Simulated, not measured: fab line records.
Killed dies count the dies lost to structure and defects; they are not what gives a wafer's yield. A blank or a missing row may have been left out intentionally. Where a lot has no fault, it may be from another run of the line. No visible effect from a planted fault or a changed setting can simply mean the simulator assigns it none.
A lot that was struck, set against a sound lot | flow sfqLine | 13 out of 325 route steps
Sound: wafers L690.1, L690.2, L690.4. Struck: wafer L695.2 (left out: L695.5, L695.6 of the same lot, which were not struck); the cause appears at the end.
Each step with rows lists, per side, the tool, then ch with its chambers, then its first start. Under that, the readings that differ: sound wafers | struck wafers | difference of the means | sigmas: that difference in standard deviations of wafers without a fault.
alike: words and numbers the same on both sides, and readings whose means are apart by under 2 such deviations; not compared: readings that were withheld, readings missing a value for some wafer, numbers with overlapping values and no deviation given by the record, and bounds like >300 which may hide the same value.
Wherever a step has rows on one side only, a row that says differs or no value, or a row with sigmas, the two part there. Numbers that have no deviation but don't overlap get no sigmas and don't part them. A reading missing from all wafers of one side parts the sides only when that side holds two or more wafers.

first, 6 steps without rows for these wafers: SFQ_TRILAYER_M3_LITHO_COAT_080 (resist thk 62 nm); SFQ_TRILAYER_M3_LITHO_COAT_075 (resist thk 600 nm); SFQ_TRILAYER_M3_LITHO_SOFTBAKE_079; SFQ_TRILAYER_M3_LITHO_EXPOSE_076 (exposes mask M3, target cd 500 nm); SFQ_TRILAYER_M3_LITHO_PEB_078 (peb time 60 s); SFQ_TRILAYER_M3_LITHO_DEVELOP_077 (time 60 s).
SFQ_M3_OVL_MEAS_921:
  struck on overlay-01, day 38 23:43; sound on overlay-01, day 32 19:34
reading     | sound | struck | difference | sigmas
M3_OVL (nm) | 5 9 6 | -8     | -15        | -3
SFQ_TRILAYER_M3_BARC_OPEN_METAL_ETCH_100: etches BARC in O2, target depth 125 nm, time 41.7 s.
  sound on rieMetal-01 ch 0,1, day 32 19:36; struck on rieMetal-01 ch 0, day 38 23:56
  alike: drypumpMotorCurrentA, oesProductAu
  not compared: rfHoursCounterH
SFQ_TRILAYER_M3_ETCH_METAL_ETCH_078: etches Nb in Cl2/Ar, stops on SiO2, target depth 240 nm, time 120 s.
  sound on rieMetal-01 ch 0,1, day 32 19:40; struck on rieMetal-01 ch 0, day 39 00:00
  alike: drypumpMotorCurrentA, oesProductAu
  not compared: rfHoursCounterH
SFQ_TRILAYER_M3_STRIP_STRIP_079: strips in O2.
  sound on rieMetal-01 ch 0,1, day 32 19:47; struck on rieMetal-01 ch 0, day 39 00:07
  alike: drypumpMotorCurrentA, oesProductAu
  not compared: rfHoursCounterH
then, 1 step without rows for these wafers: SFQ_TRILAYER_M3_STRIP_SOLV_CLEAN_080 (cleans in NMP, time 600 s).
SFQ_TRILAYER_I3_DEP_PECVD_081: deposits SiO2 from SiH4/N2O, time 111.11 s, target thk 500 nm.
  sound on pecvd-04 ch 0,1,2, day 32 20:34; struck on pecvd-03 ch 2, day 39 00:54
reading                                            | sound             | struck | difference | sigmas
rfFwdPowerW (W)                                    | 183.2 182.3 181.8 | 211.9  | +29.5      | +48
throttleValvePct (%)                               | 24.3 24.5 23.8    | 27.0   | +2.8       | +2
model.SiO2_of_TRILAYER_I3_DEP_PECVD_081.thkNm (nm) | 497.4 492.2 500.1 | 522.2  | +25.6      | 
  alike: heaterPowerW
SFQ_TRILAYER_I3_CMP_CMP_082: polishes SiO2.
  sound on cmp-01 ch 0,1,3, day 32 20:38; struck on cmp-02 ch 1, day 39 02:28
  alike: motorCurrentA, retainingRingPressureFrac, timeToEndpointS

== WHERE THEY PART ==
Earliest at SFQ_M3_OVL_MEAS_921; latest, in this record, at SFQ_TRILAYER_I3_DEP_PECVD_081. Later steps at which nothing parts them and some readings are alike: SFQ_TRILAYER_I3_CMP_CMP_082.

WHY: whatever the simulator had introduced
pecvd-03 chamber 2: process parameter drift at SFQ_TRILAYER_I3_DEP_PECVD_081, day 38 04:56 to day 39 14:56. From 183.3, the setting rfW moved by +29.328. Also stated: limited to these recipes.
